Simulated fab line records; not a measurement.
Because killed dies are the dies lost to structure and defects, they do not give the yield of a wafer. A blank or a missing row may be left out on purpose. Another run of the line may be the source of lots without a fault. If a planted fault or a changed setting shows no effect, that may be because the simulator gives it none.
fab line records / flow sfq-line
record lots=14 wafers=42 last-day=87
route steps=325 shown JJ@182
lots that met no fault: taken from a fault-free run of the same line
start-h: the number of hours between the record's first day and the start of the first shown wafer of the lot / wait-h: how many hours have passed since the lot's step before this one / " repeats the value in the row above / L1.1+2: several wafers, shown together as one row / - value missing, or start not given / * or withheld: withheld / < > ~ a bound
route shown NAME@n: a module of which the file shows steps, and the number in the route of the first / usual: the fault-free wafers' mean and standard deviation / same: alike in all rows / chamber/n: place in a boat / sites: readings site by site / _std_site: the values' standard deviation / _edge_site: inner sites' mean taken away from outer sites' mean / radius-mm: how far each site lies from the wafer's centre / mask NAME#n: copy n / behind: the tool/chamber that last shaped the wafer / hold: reason for holding the lot/hours on hold/outcome of the hold / device: the transistor (n, p or np) that didn't switch / end of line: the route-end tests of the same wafers / a step without rows: its recipe alone / killed: count of dies lost to structure and defects at first sort (not the wafer's yield) / map: per-die view of a wafer (x killed, . not killed, _ where there is no die)
set.NAME: the setting as run; set.NAME@STEP: as run at that earlier step / model.NAME: the simulator's own value behind a step, which no gauge read
the route's steps for a sample of lots (tables are steps, rows are wafers)
services: a tool's chamber out of use, with start hour (start-h, from the record's first day; less than 0 if before it), hours out, and reason
## steps
# step SFQ_TRILAYER_JJ_TRILAYER_DEP_SPUTTER_112
# recipe material=Nb base-pressure-pa=1.33e-06 chamber-pressure-pa=0.1333 substrate-temp-c=20 target-thk-nm=170 power-w=2000 time-s=113.3
# usual base-pressure-pa=1.33e-06/8.9e-08 throttle-valve-pct=30.1/0.61
lot.wafer=L848.4 tool=pvd-sputter-05 chamber=- start-h=1008.72 wait-h=0.5 base-pressure-pa=1.39e-06 throttle-valve-pct=29.5
lot.wafer=L848.5 tool=pvd-sputter-05 chamber=- start-h=1008.72 wait-h=0.5 base-pressure-pa=1.21e-06 throttle-valve-pct=30.1
lot.wafer=L848.6 tool=pvd-sputter-05 chamber=- start-h=1008.72 wait-h=0.5 base-pressure-pa=1.32e-06 throttle-valve-pct=30.2
lot.wafer=L850.1 tool=pvd-sputter-03 chamber=- start-h=1088.68 wait-h=0.5 base-pressure-pa=1.28e-06 throttle-valve-pct=30.9
lot.wafer=L850.2 tool=pvd-sputter-03 chamber=- start-h=1088.68 wait-h=0.5 base-pressure-pa=1.36e-06 throttle-valve-pct=30.7
lot.wafer=L850.6 tool=pvd-sputter-03 chamber=- start-h=1088.68 wait-h=0.5 base-pressure-pa=1.43e-06 throttle-valve-pct=30.2
lot.wafer=L851.1 tool=pvd-sputter-04 chamber=- start-h=1096.48 wait-h=0.5 base-pressure-pa=1.31e-06 throttle-valve-pct=29.2
lot.wafer=L851.2 tool=pvd-sputter-04 chamber=- start-h=1096.48 wait-h=0.5 base-pressure-pa=1.22e-06 throttle-valve-pct=30.7
lot.wafer=L851.4 tool=pvd-sputter-04 chamber=- start-h=1096.48 wait-h=0.5 base-pressure-pa=1.1e-06 throttle-valve-pct=29.1
lot.wafer=L852.3 tool=pvd-sputter-05 chamber=- start-h=1100.08 wait-h=0.5 base-pressure-pa=1.27e-06 throttle-valve-pct=30.2
lot.wafer=L852.4 tool=pvd-sputter-05 chamber=- start-h=1100.08 wait-h=0.5 base-pressure-pa=1.24e-06 throttle-valve-pct=29.7
lot.wafer=L852.5 tool=pvd-sputter-05 chamber=- start-h=1100.08 wait-h=0.5 base-pressure-pa=1.46e-06 throttle-valve-pct=30.4
lot.wafer=L853.3 tool=pvd-sputter-03 chamber=- start-h=1101.28 wait-h=0.5 base-pressure-pa=1.37e-06 throttle-valve-pct=30.4
lot.wafer=L853.4 tool=pvd-sputter-03 chamber=- start-h=1101.28 wait-h=0.5 base-pressure-pa=1.22e-06 throttle-valve-pct=30.9
lot.wafer=L853.5 tool=pvd-sputter-03 chamber=- start-h=1101.28 wait-h=0.5 base-pressure-pa=1.38e-06 throttle-valve-pct=30.1
lot.wafer=L854.1 tool=pvd-sputter-04 chamber=- start-h=1191.59 wait-h=0.5 base-pressure-pa=1.38e-06 throttle-valve-pct=29.2
lot.wafer=L854.4 tool=pvd-sputter-04 chamber=- start-h=1191.59 wait-h=0.5 base-pressure-pa=1.3e-06 throttle-valve-pct=30.5
lot.wafer=L854.6 tool=pvd-sputter-04 chamber=- start-h=1191.59 wait-h=0.5 base-pressure-pa=1.3e-06 throttle-valve-pct=29.0
lot.wafer=L855.1 tool=pvd-sputter-05 chamber=- start-h=1221.16 wait-h=0.5 base-pressure-pa=1.17e-06 throttle-valve-pct=29.6
lot.wafer=L855.5 tool=pvd-sputter-05 chamber=- start-h=1221.16 wait-h=0.5 base-pressure-pa=1.31e-06 throttle-valve-pct=30.3
lot.wafer=L855.6 tool=pvd-sputter-05 chamber=- start-h=1221.16 wait-h=0.5 base-pressure-pa=1.24e-06 throttle-valve-pct=29.6
lot.wafer=L860.2 tool=pvd-sputter-04 chamber=- start-h=1285.99 wait-h=0.5 base-pressure-pa=1.35e-06 throttle-valve-pct=30.8
lot.wafer=L860.3 tool=pvd-sputter-04 chamber=- start-h=1285.99 wait-h=0.5 base-pressure-pa=1.39e-06 throttle-valve-pct=30.7
lot.wafer=L860.5 tool=pvd-sputter-04 chamber=- start-h=1285.99 wait-h=0.5 base-pressure-pa=1.25e-06 throttle-valve-pct=30.5
lot.wafer=L861.1 tool=pvd-sputter-03 chamber=- start-h=1294.19 wait-h=0.5 base-pressure-pa=1.37e-06 throttle-valve-pct=31.2
lot.wafer=L861.5 tool=pvd-sputter-03 chamber=- start-h=1294.19 wait-h=0.5 base-pressure-pa=1.37e-06 throttle-valve-pct=30.1
lot.wafer=L861.6 tool=pvd-sputter-03 chamber=- start-h=1294.19 wait-h=0.5 base-pressure-pa=1.27e-06 throttle-valve-pct=30.8
lot.wafer=L863.1 tool=pvd-sputter-04 chamber=- start-h=1302.82 wait-h=0.5 base-pressure-pa=1.28e-06 throttle-valve-pct=30.8
lot.wafer=L863.2 tool=pvd-sputter-04 chamber=- start-h=1302.82 wait-h=0.5 base-pressure-pa=1.26e-06 throttle-valve-pct=29.2
lot.wafer=L863.3 tool=pvd-sputter-04 chamber=- start-h=1302.82 wait-h=0.5 base-pressure-pa=1.28e-06 throttle-valve-pct=30.3
lot.wafer=L867.3 tool=pvd-sputter-05 chamber=- start-h=1367.84 wait-h=0.5 base-pressure-pa=1.34e-06 throttle-valve-pct=29.7
lot.wafer=L867.4 tool=pvd-sputter-05 chamber=- start-h=1367.84 wait-h=0.5 base-pressure-pa=1.32e-06 throttle-valve-pct=30.4
lot.wafer=L867.6 tool=pvd-sputter-05 chamber=- start-h=1367.84 wait-h=0.5 base-pressure-pa=1.17e-06 throttle-valve-pct=29.5
lot.wafer=L868.1 tool=pvd-sputter-03 chamber=- start-h=1369.04 wait-h=0.5 base-pressure-pa=1.13e-06 throttle-valve-pct=31.0
lot.wafer=L868.4 tool=pvd-sputter-03 chamber=- start-h=1369.04 wait-h=0.5 base-pressure-pa=1.33e-06 throttle-valve-pct=30.6
lot.wafer=L868.5 tool=pvd-sputter-03 chamber=- start-h=1369.04 wait-h=0.5 base-pressure-pa=1.28e-06 throttle-valve-pct=30.1
lot.wafer=L869.2 tool=pvd-sputter-05 chamber=- start-h=1370.24 wait-h=0.5 base-pressure-pa=1.35e-06 throttle-valve-pct=29.5
lot.wafer=L869.3 tool=pvd-sputter-05 chamber=- start-h=1370.24 wait-h=0.5 base-pressure-pa=1.43e-06 throttle-valve-pct=29.5
lot.wafer=L869.5 tool=pvd-sputter-05 chamber=- start-h=1370.24 wait-h=0.5 base-pressure-pa=1.38e-06 throttle-valve-pct=30.2
lot.wafer=L871.1 tool=pvd-sputter-03 chamber=- start-h=1383.37 wait-h=0.5 base-pressure-pa=1.31e-06 throttle-valve-pct=30.3
lot.wafer=L871.3 tool=pvd-sputter-03 chamber=- start-h=1383.37 wait-h=0.5 base-pressure-pa=1.22e-06 throttle-valve-pct=30.7
lot.wafer=L871.5 tool=pvd-sputter-03 chamber=- start-h=1383.37 wait-h=0.5 base-pressure-pa=1.4e-06 throttle-valve-pct=30.3
# step SFQ_JJ_RS_MEAS_929
# recipe thk-meas-gauge=four-point-probe reads=Nb_of_TRILAYER_JJ_TRILAYER_DEP_SPUTTER_112
# usual JJ_NB_RS=1.047/0.01
lot.wafer=L848.4 tool=film-metro-03 chamber=- start-h=1008.86 wait-h=0.1 JJ_NB_RS[ohm/sq]=1.032
lot.wafer=L848.5 tool=film-metro-03 chamber=- start-h=1008.86 wait-h=0.1 JJ_NB_RS[ohm/sq]=1.031
lot.wafer=L848.6 tool=film-metro-03 chamber=- start-h=1008.86 wait-h=0.1 JJ_NB_RS[ohm/sq]=1.028
lot.wafer=L850.1 tool=film-metro-03 chamber=- start-h=1088.76 wait-h=0.0 JJ_NB_RS[ohm/sq]=1.041
lot.wafer=L850.2 tool=film-metro-03 chamber=- start-h=1088.76 wait-h=0.0 JJ_NB_RS[ohm/sq]=1.075
lot.wafer=L850.6 tool=film-metro-03 chamber=- start-h=1088.76 wait-h=0.0 JJ_NB_RS[ohm/sq]=1.069
lot.wafer=L851.1 tool=film-metro-04 chamber=- start-h=1096.56 wait-h=0.0 JJ_NB_RS[ohm/sq]=1.039
lot.wafer=L851.2 tool=film-metro-04 chamber=- start-h=1096.56 wait-h=0.0 JJ_NB_RS[ohm/sq]=1.041
lot.wafer=L851.4 tool=film-metro-04 chamber=- start-h=1096.56 wait-h=0.0 JJ_NB_RS[ohm/sq]=1.042
lot.wafer=L852.3 tool=film-metro-03 chamber=- start-h=1100.20 wait-h=0.1 JJ_NB_RS[ohm/sq]=1.037
lot.wafer=L852.4 tool=film-metro-03 chamber=- start-h=1100.20 wait-h=0.1 JJ_NB_RS[ohm/sq]=1.051
lot.wafer=L852.5 tool=film-metro-03 chamber=- start-h=1100.20 wait-h=0.1 JJ_NB_RS[ohm/sq]=1.039
lot.wafer=L853.3 tool=film-metro-01 chamber=- start-h=1101.40 wait-h=0.1 JJ_NB_RS[ohm/sq]=1.071
lot.wafer=L853.4 tool=film-metro-01 chamber=- start-h=1101.40 wait-h=0.1 JJ_NB_RS[ohm/sq]=1.042
lot.wafer=L853.5 tool=film-metro-01 chamber=- start-h=1101.40 wait-h=0.1 JJ_NB_RS[ohm/sq]=1.066
lot.wafer=L854.1 tool=film-metro-03 chamber=- start-h=1191.67 wait-h=0.0 JJ_NB_RS[ohm/sq]=1.061
lot.wafer=L854.4 tool=film-metro-03 chamber=- start-h=1191.67 wait-h=0.0 JJ_NB_RS[ohm/sq]=1.049
lot.wafer=L854.6 tool=film-metro-03 chamber=- start-h=1191.67 wait-h=0.0 JJ_NB_RS[ohm/sq]=1.062
lot.wafer=L855.1 tool=film-metro-04 chamber=- start-h=1221.24 wait-h=0.0 JJ_NB_RS[ohm/sq]=1.047
lot.wafer=L855.5 tool=film-metro-04 chamber=- start-h=1221.24 wait-h=0.0 JJ_NB_RS[ohm/sq]=1.036
lot.wafer=L855.6 tool=film-metro-04 chamber=- start-h=1221.24 wait-h=0.0 JJ_NB_RS[ohm/sq]=1.059
lot.wafer=L860.2 tool=film-metro-04 chamber=- start-h=1286.08 wait-h=0.1 JJ_NB_RS[ohm/sq]=1.056
lot.wafer=L860.3 tool=film-metro-04 chamber=- start-h=1286.08 wait-h=0.1 JJ_NB_RS[ohm/sq]=1.043
lot.wafer=L860.5 tool=film-metro-04 chamber=- start-h=1286.08 wait-h=0.1 JJ_NB_RS[ohm/sq]=0.785
lot.wafer=L861.1 tool=film-metro-03 chamber=- start-h=1294.26 wait-h=0.0 JJ_NB_RS[ohm/sq]=1.048
lot.wafer=L861.5 tool=film-metro-03 chamber=- start-h=1294.26 wait-h=0.0 JJ_NB_RS[ohm/sq]=1.053
lot.wafer=L861.6 tool=film-metro-03 chamber=- start-h=1294.26 wait-h=0.0 JJ_NB_RS[ohm/sq]=1.062
lot.wafer=L863.1 tool=film-metro-01 chamber=- start-h=1302.90 wait-h=0.0 JJ_NB_RS[ohm/sq]=0.782
lot.wafer=L863.2 tool=film-metro-01 chamber=- start-h=1302.90 wait-h=0.0 JJ_NB_RS[ohm/sq]=1.059
lot.wafer=L863.3 tool=film-metro-01 chamber=- start-h=1302.90 wait-h=0.0 JJ_NB_RS[ohm/sq]=1.045
lot.wafer=L867.3 tool=film-metro-01 chamber=- start-h=1367.96 wait-h=0.1 JJ_NB_RS[ohm/sq]=1.048
lot.wafer=L867.4 tool=film-metro-01 chamber=- start-h=1367.96 wait-h=0.1 JJ_NB_RS[ohm/sq]=1.049
lot.wafer=L867.6 tool=film-metro-01 chamber=- start-h=1367.96 wait-h=0.1 JJ_NB_RS[ohm/sq]=1.061
lot.wafer=L868.1 tool=film-metro-03 chamber=- start-h=1369.12 wait-h=0.0 JJ_NB_RS[ohm/sq]=1.028
lot.wafer=L868.4 tool=film-metro-03 chamber=- start-h=1369.12 wait-h=0.0 JJ_NB_RS[ohm/sq]=1.045
lot.wafer=L868.5 tool=film-metro-03 chamber=- start-h=1369.12 wait-h=0.0 JJ_NB_RS[ohm/sq]=1.049
lot.wafer=L869.2 tool=film-metro-01 chamber=- start-h=1370.34 wait-h=0.1 JJ_NB_RS[ohm/sq]=1.052
lot.wafer=L869.3 tool=film-metro-01 chamber=- start-h=1370.34 wait-h=0.1 JJ_NB_RS[ohm/sq]=1.059
lot.wafer=L869.5 tool=film-metro-01 chamber=- start-h=1370.34 wait-h=0.1 JJ_NB_RS[ohm/sq]=1.040
lot.wafer=L871.1 tool=film-metro-01 chamber=- start-h=1383.45 wait-h=0.0 JJ_NB_RS[ohm/sq]=1.046
lot.wafer=L871.3 tool=film-metro-01 chamber=- start-h=1383.45 wait-h=0.0 JJ_NB_RS[ohm/sq]=1.041
lot.wafer=L871.5 tool=film-metro-01 chamber=- start-h=1383.45 wait-h=0.0 JJ_NB_RS[ohm/sq]=1.043
## services
tool=pvd-sputter-04 chamber=- start-h=1002.50 hours=6.2 kind=repair
tool=pvd-sputter-05 chamber=- start-h=1026.93 hours=9.9 kind=repair
tool=pvd-sputter-04 chamber=- start-h=1060.47 hours=2.2 kind=repair
tool=pvd-sputter-04 chamber=- start-h=1074.03 hours=1.0 kind=repair
tool=pvd-sputter-04 chamber=1 start-h=1104.59 hours=- kind=consumable-replace:kit
tool=pvd-sputter-04 chamber=1 start-h=1104.59 hours=18.0 kind=scheduled-down
tool=pvd-sputter-04 chamber=1 start-h=1104.59 hours=18.0 kind=vent-cycle
tool=pvd-sputter-05 chamber=- start-h=1119.42 hours=13.2 kind=repair
tool=pvd-sputter-03 chamber=- start-h=1157.55 hours=2.3 kind=repair
tool=pvd-sputter-03 chamber=- start-h=1158.26 hours=3.1 kind=repair
tool=pvd-sputter-05 chamber=- start-h=1168.91 hours=9.6 kind=repair
tool=pvd-sputter-05 chamber=- start-h=1200.09 hours=2.7 kind=repair
tool=pvd-sputter-03 chamber=- start-h=1237.27 hours=8.5 kind=repair
tool=pvd-sputter-03 chamber=- start-h=1322.08 hours=4.7 kind=repair
tool=pvd-sputter-05 chamber=1 start-h=1355.66 hours=- kind=consumable-replace:kit
tool=pvd-sputter-05 chamber=1 start-h=1355.66 hours=18.0 kind=scheduled-down
tool=pvd-sputter-05 chamber=1 start-h=1355.66 hours=18.0 kind=vent-cycle
tool=pvd-sputter-04 chamber=- start-h=1359.21 hours=25.2 kind=repair
tool=pvd-sputter-04 chamber=- start-h=1373.23 hours=3.4 kind=repair
## key
first-sign step=SFQ_JJ_RS_MEAS_929 reading=JJ_NB_RS direction=down sigmas=26 usual=1.047 struck=0.784
effect none on later readings
met-at SFQ_TRILAYER_JJ_TRILAYER_DEP_SPUTTER_112
struck-lots L860,L863
struck-wafers L860.5,L863.1
onset-between 1191.59 1285.99
fault kind=process-parameter-drift tool=pvd-sputter-04 chamber=- onset-h=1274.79 steps=SFQ_TRILAYER_JJ_TRILAYER_DEP_SPUTTER_112 channel=target-thk-nm offset=57.095 shape=step end-h=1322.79 scope=struck-wafers-only acts-in=these-recipes-only stated=170
